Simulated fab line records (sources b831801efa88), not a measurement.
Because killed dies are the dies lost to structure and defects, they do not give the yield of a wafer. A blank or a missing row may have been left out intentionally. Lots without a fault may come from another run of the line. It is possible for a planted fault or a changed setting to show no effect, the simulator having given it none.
fab line records ; flow sky130
[record] lots = 6; wafers = 18; last-day = 50
route steps=708 shown METAL3@561 VIA3@573
lots with no fault: from the same line, run without faults
start-h: start of the lot's first displayed wafer, in hours after the record's first day ; wait-h: hours since the lot's step before ; " identical to the entry in the row above ; L1.1+2: a row that stands for several wafers ; - no value, or no start was given ; * or withheld: withheld ; < > ~ a bound
route shown NAME@n: a module of which the file shows steps, and the number in the route of the first ; usual: average and standard deviation across the fault-free wafers ; same: alike in all rows ; chamber/n: place in a boat ; sites: readings site by site ; _std_site: their standard deviation ; _edge_site: the outer-site mean with the inner-site mean subtracted ; radius-mm: how far each site lies from the wafer's centre ; mask NAME#n: copy n ; behind: the tool/chamber that last shaped the wafer ; hold: the reason the lot was held/the length of the hold in hours/how it ended ; device: which transistor (n, p or np) failed to switch ; end of line: at the end of the route, the tests of the same wafers ; for a step that has no rows: nothing shown but its recipe ; killed: dies lost to structure and defects at the first sort, not the wafer's yield ; map: the dies of a wafer, with x for killed, . for not killed, _ for no die there
set.NAME: the setting the step ran with; set.NAME@STEP: the setting that earlier step ran with ; model.NAME: the simulator's own value behind a step, which no gauge read
certain route steps with their lots: each step a table, each wafer a row
services: a tool's chamber out of use, with start hour (start-h, from the record's first day; less than 0 if before it), hours out, and reason
[[steps]]
[step SKY_METAL3_PEB_11]
[recipe] peb-temp-c = withheld; peb-time-s = withheld; resist = KrF-thick
[step SKY_METAL3_DEVELOP_12]
[recipe] develop-time-s = 60; resist = KrF-thick; dev-temp-c = 21
[step SKY_METAL3_CD_MEAS_13]
[recipe] target-cd-nm = 300
[usual] cd-nm = 299.6/1.3
lot.wafer;tool;chamber;start-h;wait-h;cd-nm
L290.2;cd-sem-01;-;942.03;-;296.7
L290.3;cd-sem-01;-;942.03;-;298.2
L290.4;cd-sem-01;-;942.03;-;298.4
L292.2;cd-sem-02;-;954.03;-;299.9
L292.3;cd-sem-02;-;954.03;-;298.9
L292.6;cd-sem-02;-;954.03;-;301.1
L300.1;cd-sem-01;-;1009.26;-;298.1
L300.2;cd-sem-01;-;1009.26;-;298.8
L300.6;cd-sem-01;-;1009.26;-;299.7
L301.1;cd-sem-01;-;1018.66;-;299.6
L301.2;cd-sem-01;-;1018.66;-;298.9
L301.4;cd-sem-01;-;1018.66;-;297.2
L306.1;cd-sem-02;-;1038.73;-;296.9
L306.4;cd-sem-02;-;1038.73;-;297.3
L306.6;cd-sem-02;-;1038.73;-;298.0
L307.1;cd-sem-02;-;1053.93;-;300.0
L307.2;cd-sem-02;-;1053.93;-;300.7
L307.3;cd-sem-02;-;1053.93;-;300.6
[step SKY_METAL3_OVL_MEAS_14]
[usual] METAL3_OVL = 0/4.6
lot.wafer;tool;chamber;start-h;wait-h;METAL3_OVL[nm]
L290.2;overlay-02;-;942.13;0.1;-3
L290.3;overlay-02;-;942.13;0.1;1
L290.4;overlay-02;-;942.13;0.1;4
L292.2;overlay-01;-;954.13;0.1;-5
L292.3;overlay-01;-;954.13;0.1;-5
L292.6;overlay-01;-;954.13;0.1;-8
L300.1;overlay-02;-;1009.38;0.1;2
L300.2;overlay-02;-;1009.38;0.1;-5
L300.6;overlay-02;-;1009.38;0.1;1
L301.1;overlay-02;-;1018.78;0.1;5
L301.2;overlay-02;-;1018.78;0.1;-3
L301.4;overlay-02;-;1018.78;0.1;-1
L306.1;overlay-01;-;1038.85;0.1;-8
L306.4;overlay-01;-;1038.85;0.1;-2
L306.6;overlay-01;-;1038.85;0.1;1
L307.1;overlay-02;-;1054.05;0.1;6
L307.2;overlay-02;-;1054.05;0.1;4
L307.3;overlay-02;-;1054.05;0.1;4
[step SKY_METAL3_DESCUM_15]
[recipe] chemistry = O2; source-power-w = 150; bias-power-w = 0; pressure-mtorr = 10; temp-c = 40; time-s = 8
[usual] drypump-motor-current-A = 5.69/0.24; oes-product-au = 1.000/0.0086
lot.wafer;tool;chamber;start-h;wait-h;drypump-motor-current-A;oes-product-au;rf-hours-counter-h
L290.2;rie-metal-03;1;942.16;0.0;5.67;0.990;11
L290.3;rie-metal-03;0;942.16;0.0;5.96;0.991;-
L290.4;rie-metal-03;1;942.16;0.0;5.65;0.995;-
L292.2;rie-metal-01;1;954.16;0.0;5.87;1.012;13
L292.3;rie-metal-01;1;954.16;0.0;5.86;1.001;-
L292.6;rie-metal-01;0;954.16;0.0;5.38;1.029;-
L300.1;rie-metal-04;1;1009.41;0.0;5.90;0.996;13
L300.2;rie-metal-04;0;1009.41;0.0;5.37;0.990;11
L300.6;rie-metal-04;0;1009.41;0.0;5.39;0.997;-
L301.1;rie-metal-01;0;1018.81;0.0;5.40;1.003;18
L301.2;rie-metal-01;1;1018.81;0.0;5.86;0.993;16
L301.4;rie-metal-01;1;1018.81;0.0;5.88;0.995;-
L306.1;rie-metal-04;0;1038.89;0.0;5.39;1.010;12
L306.4;rie-metal-04;0;1038.89;0.0;5.43;0.997;-
L306.6;rie-metal-04;1;1038.89;0.0;5.96;0.998;-
L307.1;rie-metal-04;1;1054.09;0.0;5.91;0.999;15
L307.2;rie-metal-04;0;1054.09;0.0;5.40;0.995;13
L307.3;rie-metal-04;1;1054.09;0.0;5.91;1.001;-
[step SKY_METAL3_ETCH_16]
[recipe] chemistry = N2/H2; target = BARC; ion-energy-ev = 200; bias-w = 100; pressure-mtorr = 30; n2-flow-sccm = 100; h2-flow-sccm = 200; icp-w = 500; stop-on = SiO2; time-s = 88.2; target-depth-a = 600
[usual] drypump-motor-current-A = 5.70/0.24; oes-product-au = 0.625/0.0042; throttle-valve-pct = 13.205/0.009
lot.wafer;tool;chamber;start-h;wait-h;drypump-motor-current-A;oes-product-au;rf-hours-counter-h;throttle-valve-pct
L290.2;rie-metal-03;1;942.19;0.0;5.69;0.628;11;13.199
L290.3;rie-metal-03;0;942.19;0.0;5.90;0.627;-;13.205
L290.4;rie-metal-03;1;942.19;0.0;5.68;0.628;-;13.213
L292.2;rie-metal-01;1;954.19;0.0;5.86;0.632;13;13.221
L292.3;rie-metal-01;1;954.19;0.0;5.87;0.617;-;13.206
L292.6;rie-metal-01;0;954.19;0.0;5.37;0.634;-;13.209
L300.1;rie-metal-04;1;1009.44;0.0;5.95;0.621;13;13.219
L300.2;rie-metal-04;0;1009.44;0.0;5.40;0.625;11;13.188
L300.6;rie-metal-04;0;1009.44;0.0;5.40;0.623;-;13.220
L301.1;rie-metal-01;0;1018.85;0.0;5.39;0.623;18;13.199
L301.2;rie-metal-01;1;1018.85;0.0;5.90;0.627;16;13.198
L301.4;rie-metal-01;1;1018.85;0.0;5.88;0.619;-;13.195
L306.1;rie-metal-04;0;1038.92;0.0;5.41;0.621;12;13.212
L306.4;rie-metal-04;0;1038.92;0.0;5.43;0.628;-;13.211
L306.6;rie-metal-04;1;1038.92;0.0;5.95;0.626;-;13.202
L307.1;rie-metal-04;1;1054.12;0.0;5.95;0.629;15;13.206
L307.2;rie-metal-04;0;1054.12;0.0;5.40;0.618;13;13.200
L307.3;rie-metal-04;1;1054.12;0.0;5.93;0.631;-;13.207
[step SKY_METAL3_ETCH_17]
[recipe] target = SiO2; stop-on = TiN; chemistry = C4F8/O2/Ar; source-w = 1500; bias-w = 1200; pressure-mtorr = 40; c4f8-flow-sccm = withheld; O2_flow_sccm = 6; Ar_flow_sccm = 300; time-s = 3.9; target-depth-a = 150
[usual] oes-product-au = 0.751/0.006
lot.wafer;tool;chamber;start-h;wait-h;oes-product-au;rf-hours-counter-h
L290.2;rie-diel-03;0;942.29;0.1;0.749;0
L290.3;rie-diel-03;2;942.29;0.1;0.749;2
L290.4;rie-diel-03;3;942.29;0.1;0.750;15
L292.2;rie-diel-03;2;954.29;0.1;0.751;2
L292.3;rie-diel-03;1;954.29;0.1;0.746;11
L292.6;rie-diel-03;2;954.29;0.1;0.747;-
L300.1;rie-diel-01;0;1009.54;0.1;0.755;14
L300.2;rie-diel-01;1;1009.54;0.1;0.742;5
L300.6;rie-diel-01;1;1009.54;0.1;0.751;-
L301.1;rie-diel-03;1;1018.94;0.1;0.736;13
L301.2;rie-diel-03;2;1018.94;0.1;0.746;4
L301.4;rie-diel-03;0;1018.94;0.1;0.740;3
L306.1;rie-diel-01;3;1039.02;0.1;0.751;11
L306.4;rie-diel-01;2;1039.02;0.1;0.748;20
L306.6;rie-diel-01;0;1039.02;0.1;0.757;-
L307.1;rie-diel-01;3;1054.22;0.1;0.749;12
L307.2;rie-diel-01;0;1054.22;0.1;0.747;15
L307.3;rie-diel-01;2;1054.22;0.1;0.749;21
[step SKY_METAL3_METAL_ETCH_18]
[recipe] target-depth-a = 8450; stop-on = SiO2; over-etch-frac = 0.3; time-s = 183.1; chemistry = Cl2/BCl3; resist-sidewall-deg = 88; pressure-mtorr = 10; icp-w = 900; bias-w = 48.5; Cl2_flow_sccm = 60; bcl3-flow-sccm = 30
[usual] bcl3-flow-sccm = 29.99/0.085; drypump-motor-current-A = 5.71/0.23; oes-product-au = 0.869/0.0059; throttle-valve-pct = 22.265/0.0094
lot.wafer;tool;chamber;start-h;wait-h;bcl3-flow-sccm;drypump-motor-current-A;oes-product-au;rf-hours-counter-h;throttle-valve-pct
L290.2;rie-metal-01;0;942.31;0.0;29.91;5.41;0.870;14;22.270
L290.3;rie-metal-01;1;942.31;0.0;30.05;5.88;0.872;-;22.253
L290.4;rie-metal-01;0;942.31;0.0;29.98;5.40;0.878;-;22.259
L292.2;rie-metal-03;1;954.31;0.0;30.12;5.65;0.875;11;22.278
L292.3;rie-metal-03;1;954.31;0.0;29.99;5.65;0.881;-;22.267
L292.6;rie-metal-03;0;954.31;0.0;30.02;5.96;0.869;-;22.274
L300.1;rie-metal-03;1;1009.56;0.0;30.01;5.65;0.866;15;22.263
L300.2;rie-metal-03;0;1009.56;0.0;29.91;5.95;0.863;19;22.272
L300.6;rie-metal-03;0;1009.56;0.0;30.01;5.99;0.859;-;22.248
L301.1;rie-metal-04;1;1018.96;0.0;30.06;5.90;0.859;13;22.265
L301.2;rie-metal-04;0;1018.96;0.0;30.08;5.41;0.865;11;22.274
L301.4;rie-metal-04;0;1018.96;0.0;30.04;5.37;0.859;-;22.267
L306.1;rie-metal-03;1;1039.04;0.0;29.95;5.67;0.861;17;22.264
L306.4;rie-metal-03;1;1039.04;0.0;29.83;5.66;0.861;-;22.273
L306.6;rie-metal-03;1;1039.04;0.0;30.04;5.67;0.864;-;22.262
L307.1;rie-metal-01;1;1054.24;0.0;30.04;5.87;0.864;18;22.267
L307.2;rie-metal-01;0;1054.24;0.0;29.92;5.38;0.863;20;22.254
L307.3;rie-metal-01;0;1054.24;0.0;29.86;5.35;0.872;-;22.260
[step SKY_METAL3_STRIP_19]
[recipe] chemistry = O2/N2; power-w = 1400; pressure-mtorr = 1500; platen-temp-c = withheld; o2-flow-sccm = 3000; n2-flow-sccm = 300; overash-fraction = 0.5
[usual] drypump-motor-current-A = 5.5/0.48; oes-product-au = 0.502/0.0051; strip-time-to-endpoint-s = 6.52/0.052
lot.wafer;tool;chamber;start-h;wait-h;drypump-motor-current-A;oes-product-au;rf-hours-counter-h;strip-time-to-endpoint-s
L290.2;plasma-asher-01;0;942.49;0.1;5.7;0.495;84;6.38
L290.3;plasma-asher-01;0;942.49;0.1;5.7;0.504;-;6.44
L290.4;plasma-asher-01;1;942.49;0.1;5.5;0.488;-;6.45
L292.2;plasma-asher-01;1;954.49;0.1;5.6;0.497;85;6.48
L292.3;plasma-asher-01;1;954.49;0.1;5.6;0.498;-;6.48
L292.6;plasma-asher-01;0;954.49;0.1;5.7;0.500;-;6.54
L300.1;plasma-asher-02;1;1009.80;0.2;5.0;0.503;29;6.48
L300.2;plasma-asher-02;0;1009.80;0.2;5.8;0.507;29;6.50
L300.6;plasma-asher-02;1;1009.80;0.2;5.0;0.497;-;6.47
L301.1;plasma-asher-01;0;1019.14;0.1;5.7;0.499;91;6.45
L301.2;plasma-asher-01;1;1019.14;0.1;5.6;0.500;91;6.51
L301.4;plasma-asher-01;1;1019.14;0.1;5.6;0.500;-;6.53
L306.1;plasma-asher-01;1;1039.27;0.2;5.6;0.501;93;6.54
L306.4;plasma-asher-01;0;1039.27;0.2;5.7;0.505;-;6.58
L306.6;plasma-asher-01;1;1039.27;0.2;5.6;0.498;-;6.53
L307.1;plasma-asher-04;1;1054.41;0.1;4.8;0.503;122;6.48
L307.2;plasma-asher-04;0;1054.41;0.1;6.2;0.500;122;6.44
L307.3;plasma-asher-04;0;1054.41;0.1;6.2;0.497;-;6.47
[step SKY_METAL3_STRIP_20]
[recipe] chemistry = post-etch-residue-remover; time-s = 1200; temp-c = 72.5
[step SKY_METAL3_CLEAN_21]
[recipe] chemistry = IPA; time-s = 180; temp-c = 25
[step SKY_METAL3_CLEAN_22]
[recipe] chemistry = O3/DIW; dry = n2-spin
[step SKY_VIA3_HDPCVD_00]
[recipe] material = SiO2; target-thk-nm = 1635; sigma-open-frac = 0.3; time-s = 272.5; temp-c = 400; sih4-flow-sccm = 60; pressure-mtorr = 6
[usual] run-length-s = 300.3/0.56; susceptor-temp-C = 399.99/0.21
lot.wafer;tool;chamber;start-h;wait-h;run-length-s;susceptor-temp-C;model.SiO2_of_VIA3_HDPCVD_00.thk-nm
L290.2;hdpcvd-01;0;943.09;0.0;300.1;399.68;1629
L290.3;hdpcvd-01;1;943.09;0.0;301.1;400.17;1635
L290.4;hdpcvd-01;0;943.09;0.0;300.8;399.69;1621
L292.2;hdpcvd-02;2;955.42;0.0;300.4;400.16;1622
L292.3;hdpcvd-02;0;955.42;0.0;300.4;400.70;1624
L292.6;hdpcvd-02;1;955.42;0.0;300.0;399.81;1620
L300.1;hdpcvd-01;1;1010.43;0.0;308.2;400.48;1646
L300.2;hdpcvd-01;2;1010.43;0.0;306.7;399.81;1655
L300.6;hdpcvd-01;2;1010.43;0.0;307.2;400.33;1649
L301.1;hdpcvd-01;2;1019.73;0.0;306.8;399.96;1677
L301.2;hdpcvd-01;1;1019.73;0.0;308.0;400.13;1682
L301.4;hdpcvd-01;1;1019.73;0.0;308.8;400.06;1654
L306.1;hdpcvd-02;2;1039.93;0.0;300.0;399.93;1647
L306.4;hdpcvd-02;1;1039.93;0.0;300.3;399.91;1627
L306.6;hdpcvd-02;0;1039.93;0.0;299.7;399.80;1634
L307.1;hdpcvd-02;2;1055.05;0.0;300.4;399.97;1652
L307.2;hdpcvd-02;1;1055.05;0.0;300.1;399.88;1625
L307.3;hdpcvd-02;0;1055.05;0.0;300.0;399.71;1641
[step SKY_VIA3_THK_MEAS_01]
[recipe] reads = SiO2_of_VIA3_HDPCVD_00
[usual] VIA3_HDPCVD_THK = 1625/15
lot.wafer;tool;chamber;start-h;wait-h;VIA3_HDPCVD_THK[nm]
L290.2;film-metro-03;-;943.26;0.1;1629
L290.3;film-metro-03;-;943.26;0.1;1635
L290.4;film-metro-03;-;943.26;0.1;1621
L292.2;film-metro-01;-;955.60;0.1;1622
L292.3;film-metro-01;-;955.60;0.1;1624
L292.6;film-metro-01;-;955.60;0.1;1619
L300.1;film-metro-01;-;1010.60;0.1;1645
L300.2;film-metro-01;-;1010.60;0.1;1655
L300.6;film-metro-01;-;1010.60;0.1;1649
L301.1;film-metro-02;-;1019.90;0.1;1677
L301.2;film-metro-02;-;1019.90;0.1;1681
L301.4;film-metro-02;-;1019.90;0.1;1654
L306.1;film-metro-01;-;1040.10;0.1;1647
L306.4;film-metro-01;-;1040.10;0.1;1627
L306.6;film-metro-01;-;1040.10;0.1;1634
L307.1;film-metro-01;-;1055.21;0.1;1654
L307.2;film-metro-01;-;1055.21;0.1;1625
L307.3;film-metro-01;-;1055.21;0.1;1642
[[services]]
tool;chamber;start-h;hours;kind
rie-diel-03;0;927.00;-;clean
rie-diel-03;0;927.00;14.4;scheduled-down
rie-diel-03;0;927.00;14.4;vent-cycle
hdpcvd-01;-;932.67;0.4;repair
rie-diel-03;2;934.23;3.7;repair
hdpcvd-01;-;950.35;15.0;pm
hdpcvd-01;0;950.35;15.0;vent-cycle
hdpcvd-01;1;950.35;15.0;vent-cycle
hdpcvd-01;2;950.35;15.0;vent-cycle
rie-diel-03;-;955.93;1.2;repair
hdpcvd-01;0;965.35;-;clean
hdpcvd-01;1;965.35;-;clean
hdpcvd-01;2;965.35;-;clean
rie-diel-03;3;966.75;7.6;repair
plasma-asher-01;-;1014.60;1.4;repair
plasma-asher-04;-;1021.11;1.4;repair
rie-metal-01;1;1033.72;3.0;repair
hdpcvd-02;2;1040.23;5.6;repair
rie-diel-01;1;1048.36;14.6;repair
[[key]]
[first-sign] step = SKY_VIA3_HDPCVD_00; reading = run-length-s; direction = up; sigmas = 13; usual = *; struck = *
[effect] step = SKY_VIA3_THK_MEAS_01; reading = VIA3_HDPCVD_THK; direction = up; sigmas = 2.3; usual = 1625; struck = 1660
[model-effect] step = SKY_VIA3_HDPCVD_00; value = SiO2_of_VIA3_HDPCVD_00.thk-nm; without = 1619; struck = 1661
met-at SKY_VIA3_HDPCVD_00
struck-wafers L300.1,L300.2,L300.6,L301.1,L301.2,L301.4
onset-between 943.09 1010.43
[fault] kind = process-parameter-drift; tool = hdpcvd-01; chamber = -; onset-h = 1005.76; steps = SKY_VIA3_HDPCVD_00; channel = time-s; offset = *; shape = step; end-h = 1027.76; acts-in = *; stated = *
